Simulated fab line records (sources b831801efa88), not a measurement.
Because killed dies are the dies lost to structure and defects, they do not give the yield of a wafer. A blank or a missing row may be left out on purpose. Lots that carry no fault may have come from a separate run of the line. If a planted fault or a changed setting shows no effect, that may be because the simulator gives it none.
Comparing a struck lot with a sound one / flow sky130 / 18 steps out of a route of 708
Sound: the wafers L439.1, L439.3, L439.5. Wafers L448.1, L448.2, L448.5 were the ones struck. At the end, the cause is stated.
For every step that has rows: the tool of each side, followed by ch and its chambers, followed by its first start. Under that, the readings that differ: sound wafers / struck wafers / difference of the means / sigmas: that difference in standard deviations of wafers without a fault.
alike: words and numbers the same on both sides, and readings whose means are apart by under 2 such deviations; not compared: readings that were withheld, readings missing a value for some wafer, numbers with overlapping values and no deviation given by the record, and bounds like >300 which may hide the same value.
A row with sigmas, a row that says differs or no value, or rows on one side alone: a step with any of these is where the two part. When numbers do not overlap yet have no deviation, they are printed without sigmas and do not part them. Lack of a reading on every wafer of one side parts them only where that side has two or more wafers.

first, 3 steps without rows for these wafers: SKY_VT_ADJUST_HVTP_EXPOSE_04 (exposes mask HVTPM, target cd 380 nm); SKY_VT_ADJUST_HVTP_PEB_05; SKY_VT_ADJUST_HVTP_DEVELOP_06 (develop time 60 s).
SKY_VT_ADJUST_HVTP_CD_MEAS_07: target cd 380 nm.
  sound on cd sem-02 at day 7 07:27; struck on cd sem-02 at day 9 09:18
  alike: cd nm
SKY_VT_ADJUST_HVTP_OVL_MEAS_08:
  sound on overlay-02 at day 7 07:34; struck on overlay-02 at day 9 09:25
  alike: VT_ADJUST_HVTP_OVL
after that, 1 step had no rows for these wafers: SKY_VT_ADJUST_HVTP_IMPLANT_09.
SKY_VT_ADJUST_HVTP_STRIP_10: strips in O2/N2.
  sound on plasma asher-04 ch 0,1, day 7 07:45; struck on plasma asher-03 ch 0,1, day 9 09:36
  alike: drypump motor current A, oes product au, strip time to endpoint s
  not compared: rf hours counter h
SKY_VT_ADJUST_HVTP_TW_MEAS_11:
  sound on film metro-03 at day 7 07:51; struck on film metro-04 at day 9 09:42
  alike: VT_ADJUST_HVTP_TW
then, 4 steps without rows for these wafers: SKY_VT_ADJUST_LVTN_DEHYDRATE_00 (time 60 s); SKY_VT_ADJUST_LVTN_HMDS_01 (prime time 60 s); SKY_VT_ADJUST_LVTN_COAT_02 (resist thk 3000 nm); SKY_VT_ADJUST_LVTN_SOFTBAKE_03.
SKY_VT_ADJUST_LVTN_EXPOSE_04: exposes mask NWM COMPLEMENT LESS NATIVE, target cd 840 nm.
  sound on iline stepper-02 ch 0, day 7 18:14; struck on iline stepper-02 ch 0, day 9 20:10
reading=model.VT_ADJUST_LVTN.overlay x nm (nm); sound=1.691 1.691 1.691; struck=187.5 187.5 187.5; difference=+185.8; sigmas=
  alike: mask, stage vel mm s
then, 2 steps without rows for these wafers: SKY_VT_ADJUST_LVTN_PEB_05; SKY_VT_ADJUST_LVTN_DEVELOP_06 (develop time 60 s).
SKY_VT_ADJUST_LVTN_OVL_MEAS_07:
  sound on overlay-02 at day 8 03:49; struck on overlay-02 at day 10 07:10
reading=VT_ADJUST_LVTN_OVL (nm); sound=1.0 1.6 0.4; struck=186.0 183.6 185.9; difference=+184.2; sigmas=+99 or more
then, 2 steps without rows for these wafers: SKY_VT_ADJUST_LVTN_IMPLANT_08; SKY_PAD_OPEN_PROBE_99.

== WHERE THEY PART ==
At SKY_VT_ADJUST_LVTN_OVL_MEAS_07 and nowhere else, as far as this record goes.

WHY: the cause the simulator had injected
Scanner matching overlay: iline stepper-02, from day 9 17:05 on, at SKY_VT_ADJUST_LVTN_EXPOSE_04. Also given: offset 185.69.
